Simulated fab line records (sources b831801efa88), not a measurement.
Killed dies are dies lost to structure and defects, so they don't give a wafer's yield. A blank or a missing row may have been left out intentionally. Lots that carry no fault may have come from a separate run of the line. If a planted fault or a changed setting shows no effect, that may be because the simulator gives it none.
fab line records    flow sky130
record: lots: 12  wafers: 36  last_day: 50
route steps=708 shown DNWELL@43 NWELL@65 VT_ADJUST_LVTN@106
lots with no fault: from the same line, run without faults
start_h: hours from the record's opening day to when the first of the lot's shown wafers began    wait_h: time in hours since the lot's previous step    " unchanged from the row above    L1.1+2: a single row standing in for several wafers    - no value present, or no start provided    * or withheld: withheld    < > ~ a bound
route shown NAME@n: NAME is a module with steps in the file, n the number in the route of the first one    usual: average and standard deviation across the fault-free wafers    same: alike in all rows    chamber/n: place in a boat    sites: readings site by site    _std_site: standard deviation across them    _edge_site: inner sites' mean taken away from outer sites' mean    radius_mm: how far each site lies from the wafer's centre    mask NAME#n: copy n    behind: tool/chamber where the wafer was last shaped    hold: cause of the lot's hold/its duration in hours/its outcome    device: which transistor (n, p or np) failed to switch    end of line: at the end of the route, the tests of the same wafers    a step with no rows: only its recipe    killed: dies lost to structure and defects at the first sort, not the wafer's yield    map: a wafer's dies, marking killed ones x, the rest . and places with no die _
set.NAME: the run value of the setting; set.NAME@STEP: its run value at that earlier step    model.NAME: the simulator's own value behind a step, which no gauge read
one table for each step of the route and one row for each wafer, over a sample of lots
services: a tool's chamber out of use, with start hour (start_h, from the record's first day; less than 0 if before it), hours out, and reason
== steps ==
step: SKY_DNWELL_STRIP_08
recipe: chemistry: O2/N2  power_w: 1400  pressure_mtorr: 1500  platen_temp_c: withheld  o2_flow_sccm: 3000  n2_flow_sccm: 300  overash_fraction: 0.5
usual: drypump_motor_current_A: 5.77/0.22  oes_product_au: 0.722/0.0041  strip_time_to_endpoint_s: 36.92/0.097
same: overash_fraction: 0.5
lot.wafer  tool             chamber  start_h  wait_h  drypump_motor_current_A  oes_product_au  rf_hours_counter_h  strip_time_to_endpoint_s
L330.2     plasma_asher-04  1        54.52    0.1     5.60                     0.729           39                  37.00
L330.5     "                1        "        "       5.57                     0.719           -                   36.96
L330.6     "                0        "        "       5.72                     0.726           -                   36.93
L335.1     plasma_asher-02  0        77.79    0.1     5.66                     0.721           40                  36.93
L335.2     "                1        "        "       6.12                     0.716           40                  36.86
L335.4     "                0        "        "       5.65                     0.723           -                   36.98
L336.1     plasma_asher-02  0        82.14    0.1     5.67                     0.727           41                  37.01
L336.2     "                1        "        "       6.16                     0.723           41                  36.94
L336.5     "                1        "        "       6.13                     0.720           -                   36.79
L337.1     plasma_asher-03  0        86.97    0.1     5.79                     0.728           39                  36.92
L337.3     "                1        "        "       5.42                     0.720           -                   36.95
L337.4     "                0        "        "       5.79                     0.722           -                   36.96
L338.1     plasma_asher-02  0        91.05    0.1     5.68                     0.723           41                  37.03
L338.5     "                1        "        "       6.12                     0.726           -                   36.91
L338.6     "                0        "        "       5.70                     0.724           -                   37.12
L339.2     plasma_asher-04  1        101.19   0.1     5.54                     0.732           43                  36.89
L339.5     "                0        "        "       5.73                     0.724           -                   36.79
L339.6     "                1        "        "       5.57                     0.726           -                   36.96
L340.1     plasma_asher-02  1        107.95   0.1     6.08                     0.719           43                  36.91
L340.4     "                0        "        "       5.68                     0.717           -                   36.93
L340.5     "                0        "        "       5.68                     0.731           -                   36.94
L341.4     plasma_asher-04  0        110.80   0.1     5.72                     0.724           -                   36.91
L341.5     "                1        "        "       5.63                     0.716           -                   36.77
L341.6     "                0        "        "       5.74                     0.721           -                   36.93
L343.1     plasma_asher-04  1        121.32   0.1     5.60                     0.713           46                  36.85
L343.3     "                1        "        "       5.62                     0.722           -                   36.95
L343.4     "                0        "        "       5.74                     0.728           -                   36.89
L344.3     plasma_asher-02  0        126.09   0.1     5.64                     0.731           -                   36.81
L344.4     "                1        "        "       6.11                     0.722           -                   36.86
L344.5     "                1        "        "       6.14                     0.717           -                   36.89
L349.3     plasma_asher-04  1        153.30   0.1     5.57                     0.714           -                   36.87
L349.4     "                0        "        "       5.71                     0.718           -                   36.85
L349.5     "                1        "        "       5.58                     0.723           -                   36.86
L351.2     plasma_asher-02  0        166.09   0.1     5.66                     0.724           49                  36.82
L351.3     "                1        "        "       6.12                     0.731           -                   36.94
L351.6     "                1        "        "       6.10                     0.720           -                   36.85
step: SKY_NWELL_IMPLANT_12
recipe: species: P  energy_kev: 120  dose_cm2: 1.3e+12  tilt_deg: withheld
usual: dose_ions_cm2: 1.3001e+12/1.4e+09  faraday_current_uA: 7.32/0.14
lot.wafer  tool          chamber  start_h  wait_h  dose_ions_cm2  faraday_current_uA
L330.2     implanter-04  0        87.10    0.1     1.3009e+12     7.47
L330.5     "             0        "        "       1.3001e+12     7.29
L330.6     "             0        "        "       1.3003e+12     7.35
L335.1     implanter-04  0        112.43   0.1     1.3009e+12     7.10
L335.2     "             0        "        "       1.3002e+12     7.28
L335.4     "             0        "        "       1.2987e+12     7.29
L336.1     implanter-02  0        117.05   0.1     1.2995e+12     7.48
L336.2     "             0        "        "       1.2969e+12     7.45
L336.5     "             0        "        "       1.2997e+12     7.06
L337.1     implanter-04  0        122.59   0.1     1.3015e+12     7.43
L337.3     "             0        "        "       1.2982e+12     7.30
L337.4     "             0        "        "       1.2998e+12     7.04
L338.1     implanter-02  0        127.80   0.1     1.3001e+12     7.15
L338.5     "             0        "        "       1.3007e+12     7.47
L338.6     "             0        "        "       1.2988e+12     7.04
L339.2     implanter-02  0        136.72   0.1     1.2996e+12     7.30
L339.5     "             0        "        "       1.302e+12      7.58
L339.6     "             0        "        "       1.2994e+12     7.42
L340.1     implanter-02  0        145.74   0.1     1.2979e+12     7.37
L340.4     "             0        "        "       1.3019e+12     7.16
L340.5     "             0        "        "       1.2991e+12     7.41
L341.4     implanter-03  0        148.52   0.1     1.2992e+12     7.36
L341.5     "             0        "        "       1.2998e+12     7.43
L341.6     "             0        "        "       1.2986e+12     7.21
L343.1     implanter-02  0        160.09   0.1     8.537e+11      4.85
L343.3     "             0        "        "       8.494e+11      4.88
L343.4     "             0        "        "       8.534e+11      4.65
L344.3     implanter-02  0        165.44   0.1     8.569e+11      4.75
L344.4     "             0        "        "       8.547e+11      4.70
L344.5     "             0        "        "       8.529e+11      4.68
L349.3     implanter-04  0        194.80   0.1     1.3006e+12     7.47
L349.4     "             0        "        "       1.2997e+12     7.33
L349.5     "             0        "        "       1.2979e+12     7.18
L351.2     implanter-04  0        209.00   0.1     1.3001e+12     7.33
L351.3     "             0        "        "       1.2968e+12     7.36
L351.6     "             0        "        "       1.3007e+12     7.23
step: SKY_NWELL_RS_MEAS_29
recipe: thk_meas_gauge: four-point-probe
usual: NWELL_RS: 624.1/1.3
lot.wafer  tool           chamber  start_h  wait_h  NWELL_RS[ohm/sq]
L330.2     film_metro-03  -        105.27   0.1     624.1
L330.5     "              -        "        "       624.5
L330.6     "              -        "        "       623.0
L335.1     film_metro-01  -        131.30   0.1     624.2
L335.2     "              -        "        "       625.1
L335.4     "              -        "        "       623.0
L336.1     film_metro-04  -        136.09   0.1     626.7
L336.2     "              -        "        "       624.8
L336.5     "              -        "        "       624.1
L337.1     film_metro-01  -        142.20   0.1     624.6
L337.3     "              -        "        "       625.4
L337.4     "              -        "        "       624.6
L338.1     film_metro-04  -        147.20   0.1     624.4
L338.5     "              -        "        "       625.5
L338.6     "              -        "        "       626.3
L339.2     film_metro-04  -        157.54   0.1     626.0
L339.5     "              -        "        "       624.5
L339.6     "              -        "        "       624.5
L340.1     film_metro-01  -        166.36   0.2     624.1
L340.4     "              -        "        "       622.2
L340.5     "              -        "        "       624.4
L341.4     film_metro-03  -        169.42   0.1     625.5
L341.5     "              -        "        "       624.0
L341.6     "              -        "        "       624.0
L343.1     film_metro-04  -        181.46   0.1     639.1
L343.3     "              -        "        "       639.1
L343.4     "              -        "        "       639.6
L344.3     film_metro-01  -        186.93   0.1     634.7
L344.4     "              -        "        "       637.3
L344.5     "              -        "        "       635.1
L349.3     film_metro-03  -        218.10   0.1     624.0
L349.4     "              -        "        "       623.9
L349.5     "              -        "        "       623.9
L351.2     film_metro-03  -        232.92   0.1     622.8
L351.3     "              -        "        "       624.4
L351.6     "              -        "        "       623.8
step: SKY_VT_ADJUST_LVTN_STRIP_09
recipe: chemistry: O2/N2  power_w: 1400  pressure_mtorr: 1500  platen_temp_c: withheld  o2_flow_sccm: 3000  n2_flow_sccm: 300  overash_fraction: 0.5
usual: drypump_motor_current_A: 5.71/0.23  oes_product_au: 0.722/0.0047  strip_time_to_endpoint_s: 36.91/0.11
same: overash_fraction: 0.5
lot.wafer  tool             chamber  start_h  wait_h  drypump_motor_current_A  oes_product_au  rf_hours_counter_h  strip_time_to_endpoint_s
L330.2     plasma_asher-03  1        142.93   0.1     5.41                     0.729           2                   37.03
L330.5     "                0        "        "       5.82                     0.724           -                   36.84
L330.6     "                1        "        "       5.40                     0.722           -                   37.01
L335.1     plasma_asher-04  1        170.95   0.1     5.61                     0.720           50                  36.86
L335.2     "                0        "        "       5.72                     0.724           50                  36.90
L335.4     "                1        "        "       5.56                     0.723           -                   36.93
L336.1     plasma_asher-03  1        175.65   0.1     5.41                     0.727           5                   36.97
L336.2     "                0        "        "       5.81                     0.718           5                   37.05
L336.5     "                0        "        "       5.82                     0.727           -                   37.06
L337.1     plasma_asher-03  0        182.84   0.1     5.79                     0.719           6                   36.66
L337.3     "                0        "        "       5.81                     0.715           -                   36.75
L337.4     "                1        "        "       5.41                     0.730           -                   36.78
L338.1     plasma_asher-03  1        188.60   0.1     5.39                     0.728           7                   36.84
L338.5     "                0        "        "       5.78                     0.730           -                   36.89
L338.6     "                1        "        "       5.41                     0.721           -                   36.90
L339.2     plasma_asher-02  1        198.94   0.1     6.11                     0.720           52                  36.90
L339.5     "                1        "        "       6.09                     0.722           -                   36.96
L339.6     "                0        "        "       5.67                     0.718           -                   36.87
L340.1     plasma_asher-04  1        209.33   0.1     5.57                     0.724           54                  36.80
L340.4     "                1        "        "       5.57                     0.723           -                   36.88
L340.5     "                0        "        "       5.73                     0.722           -                   36.81
L341.4     plasma_asher-02  0        212.27   0.1     5.66                     0.726           -                   37.08
L341.5     "                0        "        "       5.67                     0.723           -                   36.90
L341.6     "                1        "        "       6.13                     0.723           -                   36.98
L343.1     plasma_asher-03  0        224.79   0.1     5.81                     0.713           10                  37.05
L343.3     "                1        "        "       5.41                     0.721           -                   36.99
L343.4     "                0        "        "       5.82                     0.724           -                   36.93
L344.3     plasma_asher-02  1        231.79   0.1     6.11                     0.722           -                   36.97
L344.4     "                0        "        "       5.67                     0.725           -                   36.95
L344.5     "                0        "        "       5.66                     0.717           -                   36.94
L349.3     plasma_asher-03  0        265.41   0.1     5.81                     0.716           -                   37.02
L349.4     "                1        "        "       5.42                     0.713           -                   37.00
L349.5     "                1        "        "       5.41                     0.726           -                   37.04
L351.2     plasma_asher-03  0        281.45   0.1     5.76                     0.727           16                  37.11
L351.3     "                0        "        "       5.77                     0.730           -                   37.22
L351.6     "                0        "        "       5.75                     0.722           -                   37.21
step: SKY_VT_ADJUST_LVTN_TW_MEAS_10
usual: VT_ADJUST_LVTN_TW: 243.3/1.8
lot.wafer  tool           chamber  start_h  wait_h  VT_ADJUST_LVTN_TW
L330.2     film_metro-04  -        143.04   0.1     244.9
L330.5     "              -        "        "       244.2
L330.6     "              -        "        "       243.8
L335.1     film_metro-02  -        171.05   0.1     245.2
L335.2     "              -        "        "       244.1
L335.4     "              -        "        "       244.2
L336.1     film_metro-04  -        175.75   0.1     244.8
L336.2     "              -        "        "       243.8
L336.5     "              -        "        "       245.4
L337.1     film_metro-04  -        182.94   0.1     244.5
L337.3     "              -        "        "       245.5
L337.4     "              -        "        "       245.0
L338.1     film_metro-04  -        188.70   0.1     244.0
L338.5     "              -        "        "       245.2
L338.6     "              -        "        "       245.0
L339.2     film_metro-02  -        199.05   0.1     243.6
L339.5     "              -        "        "       244.5
L339.6     "              -        "        "       242.4
L340.1     film_metro-02  -        209.43   0.1     244.7
L340.4     "              -        "        "       244.5
L340.5     "              -        "        "       244.8
L341.4     film_metro-03  -        212.37   0.1     240.5
L341.5     "              -        "        "       240.5
L341.6     "              -        "        "       241.2
L343.1     film_metro-02  -        224.89   0.1     243.3
L343.3     "              -        "        "       242.5
L343.4     "              -        "        "       240.3
L344.3     film_metro-02  -        231.87   0.1     244.0
L344.4     "              -        "        "       243.2
L344.5     "              -        "        "       243.8
L349.3     film_metro-04  -        265.50   0.1     245.8
L349.4     "              -        "        "       244.6
L349.5     "              -        "        "       245.6
L351.2     film_metro-03  -        281.56   0.1     241.4
L351.3     "              -        "        "       241.4
L351.6     "              -        "        "       242.0
== services ==
tool             chamber  start_h  hours  kind
implanter-03     -        44.76    4.6    repair
implanter-04     -        60.24    1.3    repair
implanter-04     -        77.57    3.0    pm
plasma_asher-03  -        108.75   9.0    pm
plasma_asher-03  0        108.75   9.0    vent_cycle
plasma_asher-03  1        108.75   9.0    vent_cycle
plasma_asher-03  0        117.75   -      clean
plasma_asher-03  1        117.75   -      clean
implanter-03     -        183.98   4.8    repair
implanter-03     -        185.05   2.4    repair
implanter-04     -        188.22   2.3    repair
plasma_asher-03  -        194.28   5.4    repair
plasma_asher-04  -        199.25   1.9    repair
plasma_asher-04  -        252.40   4.3    pm
== key ==
first_sign: step: SKY_NWELL_IMPLANT_12  reading: dose_ions_cm2  direction: down  sigmas: 99+  usual: *  struck: *
effect: step: SKY_NWELL_IMPLANT_12  reading: faraday_current_uA  direction: down  sigmas: 18  usual: 7.32  struck: 4.75
effect: step: SKY_NWELL_RS_MEAS_29  reading: NWELL_RS  direction: up  sigmas: 9.9  usual: 624.1  struck: 637.5
met_at SKY_NWELL_IMPLANT_12
struck_lots L343,L344
tester_left_out L343,L344
not_acting_at SKY_DNWELL_STRIP_08,SKY_VT_ADJUST_LVTN_STRIP_09,SKY_VT_ADJUST_LVTN_TW_MEAS_10
onset_between 145.74 160.09
fault: kind: process_parameter_drift  tool: implanter-02  chamber: -  onset_h: 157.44  steps: SKY_NWELL_IMPLANT_12  channel: dose_cm2  offset: *  shape: step  end_h: 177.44  acts_in: *  stated: *
tester_left_out: of these lots the tester's yield and bins aren't shown, on N5 and GAA mostly nor the transistor test; their killed dies are dies lost to structure and defects alone, not to doping, threshold or leakage, so they don't give the yield
